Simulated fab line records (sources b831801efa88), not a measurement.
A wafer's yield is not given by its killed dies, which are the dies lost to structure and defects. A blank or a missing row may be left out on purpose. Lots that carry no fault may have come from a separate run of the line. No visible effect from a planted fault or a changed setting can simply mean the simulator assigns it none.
Which tool did it?    flow sky130    6 lots, 18 wafers sampled, at 1 step of a route of 708

## WHAT THE GAUGES READ, wafer by wafer
SKY_SONOS_TUNNEL_CD_MEAS_07: target cd 410 nm.
lot   measured      on         cd nm (nm)
L509  day 12 01:06  cd sem-02  408.9 409.1 408.7
L511  day 12 20:03  cd sem-02  409.3 409.5 410.3
L514  day 13 09:49  cd sem-01  409.9 410.8 410.8
L518  day 14 20:43  cd sem-02  411.6 412.0 413.2
L520  day 15 13:01  cd sem-01  411.1 413.0 413.0
L528  day 18 02:41  cd sem-01  413.9 410.0 412.4

## EACH LOT AND THE TOOL THAT RAN IT (in order: tool; ch and the chambers of the sampled wafers; start)
Before these readings, the record contains no process step.

## THE ANSWER, worked out from the rows above alone
Rule: the usual values come from the lots themselves. Put in order of their means at a reading, lots are off if they are a third of the lots or fewer, leave a main group of 4 or more, and stand apart from it by a gap of 3 or more times the standard deviation of the main group's means; of several such gaps the widest counts. If all means in a main group match to the digits the tables above print for the reading, that group is not used. Also off: a lot with no number at a reading for which 4 or more lots have one. All remaining lots with rows at the step are treated as sound.
None of the lots is off at any reading shown; this tells nothing.

## WHAT HAD BEEN PUT IN BY THE SIMULATOR
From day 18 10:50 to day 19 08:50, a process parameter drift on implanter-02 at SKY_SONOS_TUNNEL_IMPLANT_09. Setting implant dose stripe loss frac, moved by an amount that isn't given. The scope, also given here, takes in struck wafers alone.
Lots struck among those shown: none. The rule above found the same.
